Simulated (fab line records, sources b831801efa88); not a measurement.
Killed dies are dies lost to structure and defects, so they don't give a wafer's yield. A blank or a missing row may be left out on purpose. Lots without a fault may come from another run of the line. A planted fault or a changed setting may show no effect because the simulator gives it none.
fab line records | flow gf180mcu
record lots=6 wafers=18 last_day=34
route steps=602 shown V2@382
lots that met no fault: from a run of the same line without faults
start_h: hours from the record's first day to the start of the lot's first wafer shown | wait_h: hours since the lot's step before | " the same as in the row above | L1.1+2: a row that stands for several wafers | - no value, or no start given | * or withheld: withheld | < > ~ a bound
route shown NAME@n: a module of which the file shows steps, and the number in the route of the first | usual: mean/standard deviation of fault-free wafers | same: alike in all rows | chamber/n: place in a boat | sites: the reading at each site | _std_site: their standard deviation | _edge_site: outer sites' mean less inner sites' | radius_mm: how far each site lies from the wafer's centre | mask NAME#n: copy n | behind: the tool/chamber that last shaped the wafer | hold: why the lot was held/for how many hours/how that ended | device: the transistor (n, p or np) that didn't switch | end of line: the same wafers' tests at the end of the route | a step without rows: its recipe alone | killed: dies lost to structure and defects at the first sort, not the wafer's yield | map: a wafer's dies, x killed, . not, _ none there
set.NAME: the setting as run; set.NAME@STEP: as run at that earlier step | model.NAME: the simulator's own value behind a step, which no gauge read
lots at some steps of the route; a table a step, a row a wafer
services: from which hour (start_h, from the record's first day; less than 0 if before it) a tool's chamber was out of use, for how many hours, and why
## steps
# step GF_V2_CVD_00
# recipe material=SiO2 target_thk_nm=600 sigma_open_frac=0.3 temp_c=400 time_s=100 sih4_flow_sccm=57.4 pressure_mtorr=6
# step GF_V2_THK_MEAS_01
# recipe reads=SiO2_of_V2_CVD_00
# usual V2_CVD_00_THK=572/7
# columns lot.wafer tool chamber start_h wait_h V2_CVD_00_THK[nm]
L549.1 film_metro-02 - 499.28 0.0 572
L549.3 " - " " 570
L549.4 " - " " 569
L553.1 film_metro-02 - 516.41 0.0 573
L553.4 " - " " 574
L553.6 " - " " 568
L558.1 film_metro-02 - 564.07 0.0 567
L558.2 " - " " 561
L558.3 " - " " 567
L559.1 film_metro-04 - 577.24 0.0 561
L559.2 " - " " 566
L559.3 " - " " 565
L561.2 film_metro-04 - 589.33 0.0 584
L561.3 " - " " 576
L561.6 " - " " 590
L565.1 film_metro-03 - 620.51 0.0 569
L565.4 " - " " 578
L565.6 " - " " 587
# step GF_V2_CVD_02
# recipe material=SiO2 target_thk_nm=850 precursor=TEOS temp_c=400 time_s=94.851 rf_w=600
# usual heater_power_w=685/110
# columns lot.wafer tool chamber start_h wait_h heater_power_w
L549.1 pecvd-02 0 499.34 0.1 863
L549.3 " 1 " " 842
L549.4 " 0 " " 932
L553.1 pecvd-04 0 516.47 0.1 545
L553.4 " 0 " " 549
L553.6 " 2 " " 808
L558.1 pecvd-04 2 564.13 0.1 679
L558.2 " 0 " " 484
L558.3 " 1 " " 728
L559.1 pecvd-04 1 577.30 0.1 695
L559.2 " 2 " " 792
L559.3 " 0 " " 518
L561.2 pecvd-04 0 589.38 0.0 582
L561.3 " 1 " " 700
L561.6 " 1 " " 731
L565.1 pecvd-04 2 620.57 0.1 821
L565.4 " 0 " " 529
L565.6 " 1 " " 634
# step GF_V2_THK_MEAS_03
# recipe reads=SiO2_of_V2_CVD_02
# usual V2_CVD_02_THK=847/11
# columns lot.wafer tool chamber start_h wait_h V2_CVD_02_THK[nm]
L549.1 film_metro-03 - 499.41 0.0 842
L549.3 " - " " 833
L549.4 " - " " 850
L553.1 film_metro-03 - 516.54 0.0 840
L553.4 " - " " 858
L553.6 " - " " 852
L558.1 film_metro-03 - 564.20 0.0 858
L558.2 " - " " 852
L558.3 " - " " 853
L559.1 film_metro-02 - 577.37 0.0 834
L559.2 " - " " 825
L559.3 " - " " 836
L561.2 film_metro-04 - 589.46 0.0 841
L561.3 " - " " 841
L561.6 " - " " 852
L565.1 film_metro-04 - 620.64 0.0 856
L565.4 " - " " 850
L565.6 " - " " 866
# step GF_V2_CMP_04
# recipe material=SiO2 down_force_psi=4 platen_rpm=60 pad_velocity_m_s=0.94248
# usual motor_current_A=12.4/0.56 slurry_flow_ml_min=150.0/0.47 time_to_endpoint_s=79/5.1
# columns lot.wafer tool chamber start_h wait_h motor_current_A slurry_flow_ml_min time_to_endpoint_s
L549.3 cmp-01 1 499.47 0.0 12.5 150.2 75
L549.1 " 2 " " 12.6 149.1 80
L549.4 " 0 " " 12.1 149.5 81
L553.1 cmp-01 1 516.60 0.1 12.3 149.7 77
L553.4 " 2 " " 12.8 150.0 86
L553.6 " 2 " " 13.1 149.6 83
L558.3 cmp-01 0 564.26 0.0 11.7 149.1 84
L558.1 " 1 " " 12.3 149.9 83
L558.2 " 3 " " 12.7 149.7 81
L559.2 cmp-01 2 577.43 0.0 12.0 149.8 73
L559.3 " 3 " " 12.2 149.4 80
L559.1 " 1 " " 12.3 149.8 77
L561.2 cmp-01 0 589.56 0.1 11.4 150.7 76
L561.3 " 1 " " 12.8 149.7 74
L561.6 " 3 " " 12.2 150.3 80
L565.4 cmp-02 3 620.70 0.0 12.9 149.3 83
L565.1 " 0 " " 13.1 149.4 85
L565.6 " 3 " " 12.0 150.3 90
# step GF_V2_BOW_MEAS_05
# recipe mode=bow
# usual V2_BOW=97/9
# columns lot.wafer tool chamber start_h wait_h V2_BOW[um]
L549.1 film_metro-02 - 499.77 0.2 90
L549.3 " - " " 99
L549.4 " - " " 92
L553.1 film_metro-02 - 516.90 0.2 98
L553.4 " - " " 74
L553.6 " - " " 85
L558.1 film_metro-03 - 564.56 0.2 107
L558.2 " - " " 99
L558.3 " - " " 92
L559.1 film_metro-03 - 577.73 0.1 99
L559.2 " - " " 98
L559.3 " - " " 93
L561.2 film_metro-02 - 589.83 0.2 94
L561.3 " - " " 104
L561.6 " - " " 88
L565.1 film_metro-03 - 621.00 0.2 94
L565.4 " - " " 96
L565.6 " - " " 107
# step GF_V2_DEHYDRATE_06
# recipe temp_c=200 time_s=60
# step GF_V2_HMDS_07
# recipe prime_time_s=60 prime_temp_c=120
# step GF_V2_COAT_08
# recipe resist=BARC temp_c=withheld time_s=withheld spin_rpm=withheld resist_thk_nm=withheld
# step GF_V2_COAT_09
# recipe resist=KrF spin_rpm=withheld resist_thk_nm=1000
# step GF_V2_SOFTBAKE_10
# recipe temp_c=130 time_s=60 resist=KrF
# step GF_V2_EXPOSE_11
# recipe mask_id=Via2 target_cd_nm=260 na=0.68 source_shape=conventional sigma_outer=0.6 dose_mj=38
# step GF_V2_PEB_12
# recipe peb_temp_c=135 peb_time_s=91.89 resist=KrF
# usual chill_plate_temp_C=23.01/0.12 exhaust_pa=45.1/0.96 plate_sensor_t_centre_C=136.13/0.0099 plate_sensor_t_edge_C=136.29/0.01
# columns lot.wafer tool chamber start_h wait_h chill_plate_temp_C exhaust_pa plate_sensor_t_centre_C plate_sensor_t_edge_C
L549.1 litho_track-02 0 523.76 - 22.89 45.2 136.11 136.29
L549.3 " 0 " " 23.02 46.0 136.14 136.29
L549.4 " 0 " " 22.91 45.9 136.13 136.29
L553.1 litho_track-03 0 539.79 - 22.90 45.1 136.12 136.3
L553.4 " 0 " " 23.11 44.7 136.12 136.3
L553.6 " 0 " " 22.91 45.2 136.13 136.29
L558.1 litho_track-03 - 587.19 - - - - -
L558.2 " - " " - - - -
L558.3 " - " " - - - -
L559.1 litho_track-03 - 599.74 - - - - -
L559.2 " - " " - - - -
L559.3 " - " " - - - -
L561.2 litho_track-04 0 610.85 - 23.19 44.9 136.14 136.29
L561.3 " 0 " " 22.99 45.2 136.13 136.3
L561.6 " 0 " " 23.02 44.6 136.11 136.31
L565.1 litho_track-02 0 641.85 - 23.07 45.2 136.13 136.29
L565.4 " 0 " " 22.96 42.6 136.12 136.28
L565.6 " 0 " " 23.23 44.5 136.11 136.29
# step GF_V2_DEVELOP_13
# recipe develop_time_s=60 resist=KrF dev_temp_c=21
## services
# columns tool chamber start_h hours kind
cmp-01 - 481.90 4.4 pm
pecvd-02 0 492.65 2.5 repair
cmp-02 - 495.75 0.7 repair
pecvd-02 - 513.02 4.7 repair
pecvd-04 - 547.49 0.6 repair
cmp-02 - 552.60 0.4 repair
cmp-01 - 572.05 4.0 pm
cmp-01 - 576.05 - consumable_replace:conditioner
cmp-01 - 576.05 - consumable_replace:pad
pecvd-04 - 591.12 14.0 pm
pecvd-04 0 591.12 14.0 vent_cycle
pecvd-04 1 591.12 14.0 vent_cycle
pecvd-04 2 591.12 14.0 vent_cycle
cmp-01 - 597.47 11.9 pm
pecvd-04 0 605.12 - clean
pecvd-04 1 605.12 - clean
pecvd-04 2 605.12 - clean
pecvd-04 - 624.96 0.7 repair
cmp-02 - 637.07 0.6 repair
## key
first_sign step=GF_V2_PEB_12 reading=tool_record direction=missing
effect none on later readings
met_at GF_V2_PEB_12
struck_wafers L558.1,L558.2,L558.3,L559.1,L559.2,L559.3
later_rows_left_out L558.1,L558.2,L558.3,L559.1,L559.2,L559.3
sort_left_out L558.1,L558.2,L558.3,L559.1,L559.2,L559.3
onset_between 539.79 587.19
fault kind=skipped_step_whole tool=litho_track-03 chamber=- onset_h=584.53 steps=GF_V2_PEB_12 scope=struck_lots_only
# sort_left_out: the simulated sort isn't trusted on such a fault, so these wafers' sort isn't shown, and their yield isn't known
# later_rows_left_out: the simulator's readings of these wafers behind a module that went badly wrong aren't trusted and aren't shown, but for the sort
